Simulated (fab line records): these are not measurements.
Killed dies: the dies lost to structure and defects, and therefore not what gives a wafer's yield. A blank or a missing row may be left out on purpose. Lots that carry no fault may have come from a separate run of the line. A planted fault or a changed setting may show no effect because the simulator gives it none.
fab line records + flow sky130
[record]
- lots = 6
- wafers = 18
- last_day = 48
route steps=708 shown LDD_LDN@302 SPACER@304 POLY_CUT@307
lots untouched by any fault: they come from a run of this same line in which no faults occurred
start_h: start of the lot's first displayed wafer, in hours after the record's first day + wait_h: hours elapsed since this lot's preceding step + " the same as in the row above + L1.1+2: several wafers, shown together as one row + - value missing, or start not given + * or withheld: withheld + < > ~ a bound
route shown NAME@n: names a module that has steps shown in the file, with the first one's number in the route + usual: mean and standard deviation over wafers with no fault + same: alike in all rows + chamber/n: place in a boat + sites: readings site by site + _std_site: standard deviation across them + _edge_site: outer sites' mean less inner sites' + radius_mm: how far each site lies from the wafer's centre + mask NAME#n: copy n + behind: tool/chamber where the wafer was last shaped + hold: reason for holding the lot/hours on hold/outcome of the hold + device: the transistor (n, p or np) that didn't switch + end of line: tests run on the same wafers once the route is complete + step lacking rows: just its recipe + killed: count of dies lost to structure and defects at first sort (not the wafer's yield) + map: a wafer's dies, marking killed ones x, the rest . and places with no die _
set.NAME: the run value of the setting; set.NAME@STEP: its run value at that earlier step + model.NAME: the simulator's own value behind a step, which no gauge read
lots at selected steps of the route; one table per step, one row per wafer
services: when a tool's chamber went out of use (start_h, in hours from the record's first day, below 0 if earlier), for how many hours, and the reason
[[steps]]
[step SKY_LDD_LDN_TW_MEAS_13]
[usual]
- LDD_LDN_TW = 1489/7.3
| lot.wafer | tool          | chamber | start_h | wait_h | LDD_LDN_TW |
|-----------|---------------|---------|---------|--------|------------|
| L825.1    | film_metro-01 | -       | 529.20  | 0.1    | 1495       |
| L825.4    | "             | -       | "       | "      | 1494       |
| L825.5    | "             | -       | "       | "      | 1493       |
| L830.1    | film_metro-02 | -       | 582.27  | 0.1    | 1480       |
| L830.3    | "             | -       | "       | "      | 1491       |
| L830.4    | "             | -       | "       | "      | 1479       |
| L836.3    | film_metro-04 | -       | 625.99  | 0.1    | 1500       |
| L836.4    | "             | -       | "       | "      | 1491       |
| L836.6    | "             | -       | "       | "      | 1483       |
| L838.1    | film_metro-04 | -       | 634.82  | 0.1    | 1494       |
| L838.4    | "             | -       | "       | "      | 1487       |
| L838.5    | "             | -       | "       | "      | 1494       |
| L842.1    | film_metro-01 | -       | 673.39  | 0.1    | 1487       |
| L842.2    | "             | -       | "       | "      | 1489       |
| L842.6    | "             | -       | "       | "      | 1484       |
| L843.3    | film_metro-04 | -       | 681.74  | 0.1    | 1502       |
| L843.4    | "             | -       | "       | "      | 1493       |
| L843.5    | "             | -       | "       | "      | 1486       |
[step SKY_LDD_LDN_CLEAN_14]
[recipe]
- chemistry = SC1/SC2
- mix = 1:4:20
- temp_c = 70
- time_s = 150
- dry = n2_spin
[step SKY_SPACER_CVD_00]
[recipe]
- material = Si3N4
- precursor = DCS/NH3
- target_thk_nm = 43.1
- temp_c = 770
- time_s = 740
- pressure_mtorr = 250
[step SKY_SPACER_THK_MEAS_01]
[recipe]
- reads = Si3N4_of_SPACER_CVD_00
[usual]
- SPACER_CVD_00_THK = 43.2/0.47
| lot.wafer | tool          | chamber | start_h | wait_h | SPACER_CVD_00_THK[nm] |
|-----------|---------------|---------|---------|--------|-----------------------|
| L825.1    | film_metro-02 | -       | 531.12  | 0.0    | 42.1                  |
| L825.4    | "             | -       | "       | "      | 42.3                  |
| L825.5    | "             | -       | "       | "      | 42.3                  |
| L830.1    | film_metro-03 | -       | 585.08  | 0.0    | 42.9                  |
| L830.3    | "             | -       | "       | "      | 42.8                  |
| L830.4    | "             | -       | "       | "      | 43.2                  |
| L836.3    | film_metro-02 | -       | 627.31  | 0.0    | 43.5                  |
| L836.4    | "             | -       | "       | "      | 43.6                  |
| L836.6    | "             | -       | "       | "      | 43.5                  |
| L838.1    | film_metro-01 | -       | 636.66  | 0.0    | 43.2                  |
| L838.4    | "             | -       | "       | "      | 43.4                  |
| L838.5    | "             | -       | "       | "      | 43.3                  |
| L842.1    | film_metro-02 | -       | 674.71  | 0.0    | 43.2                  |
| L842.2    | "             | -       | "       | "      | 43.1                  |
| L842.6    | "             | -       | "       | "      | 43.0                  |
| L843.3    | film_metro-01 | -       | 683.20  | 0.0    | 42.7                  |
| L843.4    | "             | -       | "       | "      | 42.6                  |
| L843.5    | "             | -       | "       | "      | 43.1                  |
[step SKY_SPACER_ETCHBACK_02]
[recipe]
- chemistry = CH3F/O2
- target = Si3N4
- stop_on = SiO2
- source_w = 400
- bias_w = 80
- pressure_mtorr = 25
- ch3f_flow_sccm = 40
- O2_flow_sccm = 30
- time_s = 46.7
- target_depth_a = 450
[usual]
- ch3f_flow_sccm = 39.99/0.12
- drypump_motor_current_A = 5.7/0.5
- oes_product_au = 0.856/0.0073
- throttle_valve_pct = 10.563/0.0087
| lot.wafer | tool        | chamber | start_h | wait_h | ch3f_flow_sccm | drypump_motor_current_A | oes_product_au | rf_hours_counter_h | throttle_valve_pct |
|-----------|-------------|---------|---------|--------|----------------|-------------------------|----------------|--------------------|--------------------|
| L825.1    | rie_diel-04 | 0       | 531.18  | 0.1    | 40.10          | 6.5                     | 0.847          | 52                 | 10.563             |
| L825.4    | "           | 1       | "       | "      | 39.84          | 5.7                     | 0.840          | 9                  | 10.560             |
| L825.5    | "           | 2       | "       | "      | 40.00          | 5.2                     | 0.846          | -                  | 10.558             |
| L830.1    | rie_diel-01 | 3       | 585.14  | 0.1    | 40.08          | 5.3                     | 0.842          | 5                  | 10.561             |
| L830.3    | "           | 0       | "       | "      | 39.92          | 5.6                     | 0.846          | 15                 | 10.561             |
| L830.4    | "           | 1       | "       | "      | 39.85          | 6.3                     | 0.855          | 9                  | 10.560             |
| L836.3    | rie_diel-04 | 1       | 627.35  | 0.0    | 40.00          | 5.7                     | 0.863          | 10                 | 10.557             |
| L836.4    | "           | 2       | "       | "      | 40.20          | 5.2                     | 0.861          | 6                  | 10.567             |
| L836.6    | "           | 0       | "       | "      | 39.94          | 6.5                     | 0.858          | -                  | 10.568             |
| L838.1    | rie_diel-01 | 0       | 636.72  | 0.1    | 40.15          | 5.7                     | 0.858          | 16                 | 10.567             |
| L838.4    | "           | 3       | "       | "      | 39.98          | 5.3                     | 0.858          | 6                  | 10.566             |
| L838.5    | "           | 3       | "       | "      | 39.79          | 5.3                     | 0.862          | -                  | 10.567             |
| L842.1    | rie_diel-03 | 1       | 674.77  | 0.1    | 40.07          | 5.9                     | 0.855          | 4                  | 10.560             |
| L842.2    | "           | 2       | "       | "      | 39.85          | 6.4                     | 0.856          | 37                 | 10.575             |
| L842.6    | "           | 2       | "       | "      | 39.97          | 6.4                     | 0.850          | -                  | 10.560             |
| L843.3    | rie_diel-04 | 1       | 683.24  | 0.0    | 40.14          | 5.7                     | 0.855          | 11                 | 10.562             |
| L843.4    | "           | 3       | "       | "      | 39.98          | 6.2                     | 0.840          | 9                  | 10.556             |
| L843.5    | "           | 1       | "       | "      | 39.98          | 5.7                     | 0.854          | -                  | 10.567             |
[step SKY_POLY_CUT_DEHYDRATE_00]
[recipe]
- temp_c = 200
- time_s = 60
[step SKY_POLY_CUT_HMDS_01]
[recipe]
- prime_time_s = 60
- prime_temp_c = 120
[step SKY_POLY_CUT_COAT_02]
[recipe]
- resist = BARC
- temp_c = withheld
- time_s = withheld
- spin_rpm = 3000
- resist_thk_nm = 60
[step SKY_POLY_CUT_COAT_03]
[recipe]
- resist = KrF-thick
- spin_rpm = 3000
- resist_thk_nm = 450
[step SKY_POLY_CUT_SOFTBAKE_04]
[recipe]
- temp_c = 100
- time_s = 90
- resist = KrF-thick
[step SKY_POLY_CUT_EXPOSE_05]
[recipe]
- mask_id = NPCM
- na = 0.8
- source_shape = annular
- sigma_inner = 0.55
- sigma_outer = 0.85
- target_cd_nm = 270
- dose_mj = 32
[step SKY_POLY_CUT_PEB_06]
[recipe]
- peb_temp_c = withheld
- peb_time_s = withheld
- resist = KrF-thick
[step SKY_POLY_CUT_DEVELOP_07]
[recipe]
- develop_time_s = 60
- resist = KrF-thick
- dev_temp_c = 21
[usual]
- chill_plate_temp_C = 22.99/0.1
- develop_time_s = 60/0
- exhaust_pa = 45.1/0.88
| lot.wafer | tool           | chamber | start_h | wait_h | chill_plate_temp_C | develop_time_s | exhaust_pa | model.KrF-thick_of_POLY_CUT_COAT_03.thk_nm |
|-----------|----------------|---------|---------|--------|--------------------|----------------|------------|--------------------------------------------|
| L825.1    | litho_track-04 | 0       | 561     | -      | 23.02              | 60             | 44.9       | 436.1                                      |
| L825.4    | "              | 0       | "       | "      | 22.91              | 60             | 45.7       | 435.2                                      |
| L825.5    | "              | 0       | "       | "      | 23.00              | 60             | 46.7       | 436.1                                      |
| L830.1    | litho_track-04 | 0       | 613     | -      | 23.00              | 60             | 44.4       | 435.7                                      |
| L830.3    | "              | 0       | "       | "      | 23.07              | 60             | 45.2       | 436.5                                      |
| L830.4    | "              | 0       | "       | "      | 22.90              | 60             | 45.2       | 435.9                                      |
| L836.3    | litho_track-04 | 0       | 656     | -      | 23.07              | 60             | 44.9       | 437                                        |
| L836.4    | "              | 0       | "       | "      | 22.96              | 60             | 43.8       | 437.1                                      |
| L836.6    | "              | 0       | "       | "      | 22.87              | 60             | 45.2       | 438                                        |
| L838.1    | litho_track-04 | 0       | 665     | -      | 23.04              | 60             | 45.0       | 434.5                                      |
| L838.4    | "              | 0       | "       | "      | 22.95              | 60             | 44.7       | 435.6                                      |
| L838.5    | "              | 0       | "       | "      | 22.88              | 60             | 45.8       | 435.1                                      |
| L842.1    | litho_track-04 | -       | 703     | -      | -                  | -              | -          | 450.6                                      |
| L842.2    | "              | -       | "       | "      | -                  | -              | -          | 449.2                                      |
| L842.6    | "              | -       | "       | "      | -                  | -              | -          | 452.4                                      |
| L843.3    | litho_track-01 | -       | 710     | -      | -                  | -              | -          | 448.5                                      |
| L843.4    | "              | -       | "       | "      | -                  | -              | -          | 448.2                                      |
| L843.5    | "              | -       | "       | "      | -                  | -              | -          | 447.9                                      |
[step SKY_POLY_CUT_CD_MEAS_08]
[recipe]
- target_cd_nm = 270
[usual]
- cd_nm = 270.6/1.1
| lot.wafer | tool      | chamber | start_h | wait_h | cd_nm |
|-----------|-----------|---------|---------|--------|-------|
| L825.1    | cd_sem-02 | -       | 561.54  | -      | 270.3 |
| L825.4    | "         | -       | "       | "      | 268.4 |
| L825.5    | "         | -       | "       | "      | 270.7 |
| L830.1    | cd_sem-02 | -       | 614.04  | -      | 268.9 |
| L830.3    | "         | -       | "       | "      | 269.3 |
| L830.4    | "         | -       | "       | "      | 270.5 |
| L836.3    | cd_sem-02 | -       | 656.43  | -      | 270.2 |
| L836.4    | "         | -       | "       | "      | 269.7 |
| L836.6    | "         | -       | "       | "      | 270.6 |
| L838.1    | cd_sem-01 | -       | 665.79  | -      | 273.5 |
| L838.4    | "         | -       | "       | "      | 272.1 |
| L838.5    | "         | -       | "       | "      | 272.1 |
| L842.1    | cd_sem-01 | -       | 703.49  | -      | -     |
| L842.2    | "         | -       | "       | "      | -     |
| L842.6    | "         | -       | "       | "      | -     |
| L843.3    | cd_sem-01 | -       | 710.90  | -      | -     |
| L843.4    | "         | -       | "       | "      | -     |
| L843.5    | "         | -       | "       | "      | -     |
[[services]]
| tool        | chamber | start_h | hours | kind           |
|-------------|---------|---------|-------|----------------|
| rie_diel-03 | -       | 520.82  | 14.6  | pm             |
| rie_diel-04 | -       | 541.50  | 1.1   | repair         |
| rie_diel-03 | 2       | 544.73  | 2.4   | repair         |
| rie_diel-03 | 0       | 547.89  | 11.1  | repair         |
| rie_diel-03 | 3       | 549.01  | 4.9   | repair         |
| rie_diel-03 | -       | 580.95  | 2.8   | pm             |
| rie_diel-01 | 3       | 598.76  | 4.3   | repair         |
| rie_diel-04 | 3       | 601.94  | 12.8  | repair         |
| rie_diel-01 | -       | 617.92  | 2.8   | pm             |
| rie_diel-04 | -       | 619.83  | 0.3   | repair         |
| rie_diel-03 | 3       | 642.89  | 1.5   | repair         |
| rie_diel-01 | 2       | 676.45  | 18.7  | repair         |
| rie_diel-03 | 1       | 685.82  | 5.5   | repair         |
| rie_diel-04 | 0       | 690.21  | -     | clean          |
| rie_diel-04 | 0       | 690.21  | 27.6  | scheduled_down |
| rie_diel-04 | 0       | 690.21  | 27.6  | vent_cycle     |
[[key]]
[first_sign]
- step = SKY_POLY_CUT_DEVELOP_07
- reading = tool_record
- direction = missing
effect none on later readings
[model_effect]
- step = SKY_POLY_CUT_DEVELOP_07
- value = KrF-thick_of_POLY_CUT_COAT_03.thk_nm
- without = 435.4
- struck = 449.5
met_at SKY_POLY_CUT_DEVELOP_07
struck_wafers L842.1,L842.2,L842.6,L843.3,L843.4,L843.5
later_rows_left_out L842.1,L842.2,L842.6,L843.3,L843.4,L843.5
sort_left_out L842.1,L842.2,L842.6,L843.3,L843.4,L843.5
tester_left_out L842,L843
onset_between 665 703
[fault]
- kind = skipped_step_whole
- tool = litho_track-01,litho_track-04
- chamber = -
- onset_h = 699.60
- steps = SKY_POLY_CUT_DEVELOP_07
- scope = struck_lots_only
// tester_left_out: of these lots the tester's yield and bins aren't shown, on N5 and GAA mostly nor the transistor test; their killed dies are dies lost to structure and defects alone, not to doping, threshold or leakage, so they don't give the yield
// sort_left_out: the simulated sort isn't trusted on such a fault, so these wafers' sort isn't shown, and their yield isn't known
// later_rows_left_out: the simulator's readings of these wafers behind a module that went badly wrong aren't trusted and aren't shown, but for the sort
